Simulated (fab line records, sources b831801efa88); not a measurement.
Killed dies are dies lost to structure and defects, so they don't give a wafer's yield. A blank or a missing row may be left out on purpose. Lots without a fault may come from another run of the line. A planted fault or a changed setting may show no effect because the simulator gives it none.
Which tool did it? | flow gf180mcu | 24 lots, 72 wafers sampled, at 5 steps of a route of 602

WHAT THE GAUGES READ, wafer by wafer
GF_HV_LDD_TW_MEAS_11. Usual: HV_LDD_TW 2425, standard deviation 10.
lot  | measured     | on            | HV_LDD_TW      | flag
L074 | day 10 00:01 | film_metro-03 | 2426 2439 2428 |
L075 | day 10 08:17 | film_metro-01 | 2431 2443 2427 |
L076 | day 11 01:25 | film_metro-03 | 2430 2433 2415 |
L077 | day 11 08:13 | film_metro-03 | 2440 2429 2424 |
L078 | day 11 09:49 | film_metro-04 | 2426 2431 2411 |
L079 | day 11 14:32 | film_metro-04 | 2434 2430 2429 |
L080 | day 11 20:08 | film_metro-01 | 2411 2434 2418 |
L081 | day 12 07:47 | film_metro-04 | 2418 2424 2412 |
L082 | day 12 17:06 | film_metro-04 | 2414 2411 2409 |
L083 | day 13 02:31 | film_metro-04 | 2432 2429 2414 |
L084 | day 13 05:02 | film_metro-04 | 2435 2420 2431 |
L085 | day 13 08:10 | film_metro-04 | 2419 2417 2421 |
L086 | day 13 13:55 | film_metro-03 | 2430 2427 2434 |
L087 | day 14 00:59 | film_metro-01 | 2416 2434 2418 |
L088 | day 14 08:01 | film_metro-03 | 2441 2443 2449 |
L089 | day 14 13:22 | film_metro-01 | 2420 2430 2421 |
L090 | day 14 23:50 | film_metro-01 | 2413 2415 2440 |
L092 | day 15 18:07 | film_metro-04 | 2431 2427 2435 |
L091 | day 15 20:02 | film_metro-04 | 2435 2427 2433 |
L093 | day 15 23:10 | film_metro-03 | 2434 2434 2426 |
L094 | day 16 06:17 | film_metro-03 | 2437 2430 2440 |
L095 | day 16 11:47 | film_metro-01 | 2409 2401 2413 |
L096 | day 16 16:16 | film_metro-04 | 2423 2419 2428 |
L097 | day 17 07:22 | film_metro-03 | 2422 2440 2435 |

GF_V2_THK_MEAS_03. Usual: V2_CVD_02_THK 850 nm, standard deviation 9.7.
lot  | measured     | on            | V2_CVD_02_THK (nm) | flag
L074 | day 19 02:42 | film_metro-04 | 865 864 868        |
L075 | day 19 14:47 | film_metro-03 | 855 865 854        |
L076 | day 20 17:35 | film_metro-03 | 839 837 860        |
L077 | day 20 21:13 | film_metro-01 | 845 850 857        |
L078 | day 21 01:16 | film_metro-04 | 849 845 854        |
L079 | day 21 06:06 | film_metro-04 | 852 851 865        |
L080 | day 21 10:13 | film_metro-04 | 845 849 848        |
L081 | day 22 03:56 | film_metro-01 | 832 839 856        |
L082 | day 22 14:16 | film_metro-01 | 854 857 863        |
L083 | day 23 11:29 | film_metro-01 | 829 834 847        |
L084 | day 23 13:19 | film_metro-04 | 844 870 862        |
L085 | day 23 13:39 | film_metro-03 | 837 846 846        |
L086 | day 23 15:27 | film_metro-01 | 849 840 860        |
L087 | day 24 10:15 | film_metro-03 | 839 859 851        |
L088 | day 24 12:35 | film_metro-04 | 851 835 858        |
L089 | day 24 16:19 | film_metro-01 | 837 848 857        |
L090 | day 25 09:32 | film_metro-03 | 841 862 858        |
L092 | day 26 04:08 | film_metro-01 | 853 851 855        |
L091 | day 26 07:05 | film_metro-03 | 839 860 847        |
L093 | day 26 08:26 | film_metro-01 | 841 829 833        |
L094 | day 26 10:56 | film_metro-01 | 845 856 860        |
L095 | day 26 14:17 | film_metro-04 | 830 847 847        |
L096 | day 26 15:01 | film_metro-04 | 841 853 854        |
L097 | day 27 09:23 | film_metro-03 | 850 853 860        |

GF_M5_CD_MEAS_07: target cd 280 nm. Usual: cd_nm 280.3 nm, standard deviation 1.2.
lot  | measured     | on        | cd_nm (nm)        | flag
L074 | day 26 08:40 | cd_sem-01 | 279.7 280.3 280.5 |
L075 | day 26 12:21 | cd_sem-02 | 280.1 279.1 280.4 |
L076 | day 27 09:51 | cd_sem-02 | 281.1 281.4 281.6 |
L077 | day 27 23:01 | cd_sem-01 | 280.3 280.6 280.3 |
L078 | day 28 01:18 | cd_sem-02 | 279.2 279.2 278.9 |
L079 | day 28 04:17 | cd_sem-01 | 280.1 281.1 281.1 |
L080 | day 28 04:55 | cd_sem-01 | 281.8 280.4 279.8 |
L081 | day 28 23:52 | cd_sem-02 | 277.3 278.8 279.4 |
L082 | day 29 04:43 | cd_sem-01 | 282.6 282.1 281.6 |
L083 | day 29 17:43 | cd_sem-01 | 280.3 281.9 281.9 |
L084 | day 29 20:15 | cd_sem-02 | 279.7 280.3 279.1 |
L085 | day 29 20:34 | cd_sem-01 | 280.1 280.1 280.7 |
L086 | day 29 23:43 | cd_sem-02 | 279.5 279.2 279.1 |
L087 | day 30 14:56 | cd_sem-01 | 281.7 281.9 280.4 |
L088 | day 30 19:01 | cd_sem-01 | 278.9 277.8 277.5 |
L089 | day 30 21:37 | cd_sem-01 | 280.9 280.4 279.5 |
L090 | day 31 10:38 | cd_sem-02 | 281.8 282.2 282.2 |
L092 | day 31 23:28 | cd_sem-01 | 278.9 280.5 279.5 |
L091 | day 32 04:49 | cd_sem-01 | 281.9 280.9 282.4 |
L093 | day 32 06:05 | cd_sem-02 | 280.6 280.1 282.1 |
L094 | day 32 09:02 | cd_sem-02 | 280.1 281.2 281.7 |
L095 | day 32 11:25 | cd_sem-02 | 279.2 280.0 279.6 |
L096 | day 32 12:33 | cd_sem-02 | 278.2 278.5 278.5 |
L097 | day 33 02:00 | cd_sem-01 | 281.0 282.2 281.0 |

GF_V5_THK_MEAS_25: measures by xrf. Usual: V5_W_THK 350 nm, standard deviation 5.4.
lot  | measured     | on            | V5_W_THK (nm) | flag
L074 | day 27 08:11 | film_metro-02 | 350 351 355   |
L075 | day 27 11:24 | film_metro-04 | 357 354 356   |
L076 | day 28 08:16 | film_metro-04 | 343 345 344   |
L077 | day 28 21:08 | film_metro-02 | 350 346 346   |
L078 | day 28 23:47 | film_metro-02 | 347 350 349   |
L079 | day 29 02:41 | film_metro-04 | 352 352 350   |
L080 | day 29 03:01 | film_metro-04 | 358 353 353   |
L081 | day 29 21:45 | film_metro-01 | 348 347 341   |
L082 | day 30 02:37 | film_metro-02 | 348 350 345   |
L083 | day 30 15:17 | film_metro-02 | 340 345 338   |
L084 | day 30 17:24 | film_metro-04 | 346 354 353   |
L085 | day 30 18:21 | film_metro-04 | 356 360 351   |
L086 | day 30 21:37 | film_metro-04 | 348 358 351   |
L087 | day 31 10:50 | film_metro-04 | 346 356 349   |
L088 | day 31 15:18 | film_metro-04 | 349 351 344   |
L089 | day 31 17:41 | film_metro-01 | 350 350 352   |
L090 | day 32 06:57 | film_metro-02 | 341 347 345   |
L092 | day 32 18:19 | film_metro-02 | 352 345 351   |
L091 | day 33 00:19 | film_metro-02 | 343 348 346   |
L093 | day 33 00:52 | film_metro-04 | 360 355 353   |
L094 | day 33 03:43 | film_metro-04 | 358 361 357   |
L095 | day 33 06:47 | film_metro-02 | 344 343 342   |
L096 | day 33 11:14 | film_metro-02 | 345 343 346   |
L097 | day 33 20:26 | film_metro-01 | 345 354 344   |

WHICH TOOL RAN EACH LOT (tool, then ch and the chambers of the sampled wafers, then the start)
lot  | GF_M2_SPUTTER_01
L074 | pvd_sputter-02, day 18 01:37
L075 | pvd_sputter-02, day 18 13:07
L076 | pvd_sputter-04, day 19 17:02
L077 | pvd_sputter-02, day 19 20:12
L078 | pvd_sputter-03, day 19 23:51
L079 | pvd_sputter-03, day 20 05:16
L080 | pvd_sputter-04, day 20 08:58
L081 | pvd_sputter-02, day 21 03:19
L082 | pvd_sputter-03, day 21 13:46
L083 | pvd_sputter-03, day 22 01:04
L084 | pvd_sputter-02, day 22 06:24
L085 | pvd_sputter-03, day 22 06:49
L086 | pvd_sputter-04, day 22 12:37
L087 | pvd_sputter-03, day 23 12:47
L088 | pvd_sputter-03, day 23 15:12
L089 | pvd_sputter-02, day 23 17:20
L090 | pvd_sputter-02, day 24 10:55
L092 | pvd_sputter-03, day 25 06:16
L091 | pvd_sputter-03, day 25 08:05
L093 | pvd_sputter-04, day 25 10:16
L094 | pvd_sputter-04, day 25 12:34
L095 | pvd_sputter-04, day 25 15:43
L096 | pvd_sputter-04, day 25 16:52
L097 | pvd_sputter-02, day 26 11:58
- GF_M2_SPUTTER_01: material TiN, target thk 30 nm, time 25 s.

WHAT THE TOOLS THEMSELVES READ (means of the sampled wafers that have a number; where no wafer has one, the mark that the record gives instead)
GF_M2_SPUTTER_01. Usual: throttle_valve_pct 30.0 %, standard deviation 1.1.
lot  | tool           | throttle_valve_pct (%) | flag
L074 | pvd_sputter-02 | 29.6                   |
L075 | pvd_sputter-02 | 30.7                   |
L076 | pvd_sputter-04 | 30.5                   |
L077 | pvd_sputter-02 | 30.7                   |
L078 | pvd_sputter-03 | 29.3                   |
L079 | pvd_sputter-03 | 30.3                   |
L080 | pvd_sputter-04 | 30.3                   |
L081 | pvd_sputter-02 | 30.8                   |
L082 | pvd_sputter-03 | 29.9                   |
L083 | pvd_sputter-03 | 29.8                   |
L084 | pvd_sputter-02 | 30.1                   |
L085 | pvd_sputter-03 | 29.1                   |
L086 | pvd_sputter-04 | 30.1                   |
L087 | pvd_sputter-03 | 30.2                   |
L088 | pvd_sputter-03 | 30.2                   |
L089 | pvd_sputter-02 | 31.3                   |
L090 | pvd_sputter-02 | 30.0                   |
L092 | pvd_sputter-03 | 29.8                   |
L091 | pvd_sputter-03 | 30.2                   |
L093 | pvd_sputter-04 | 30.1                   |
L094 | pvd_sputter-04 | 30.0                   |
L095 | pvd_sputter-04 | 30.2                   |
L096 | pvd_sputter-04 | 30.3                   |
L097 | pvd_sputter-02 | 30.2                   |

THE ANSWER, worked out from the rows above alone
Rule: a lot is off if the mean of its wafers that have a number lies more than 3 standard deviations from the usual mean. A lot without any number at a reading at which 4 lots or more have one is off too. The other lots that the step has rows for count as sound. The gauges are gone through in route order, then the tools' own readings, and for those a lot's mean is taken as printed above. The first step at which some lot is off is used, and at that step the reading that is off furthest; a lot without a number counts as furthest.
No lot is off at any reading shown: from this, nothing can be told.

WHAT THE SIMULATOR HAD PUT IN
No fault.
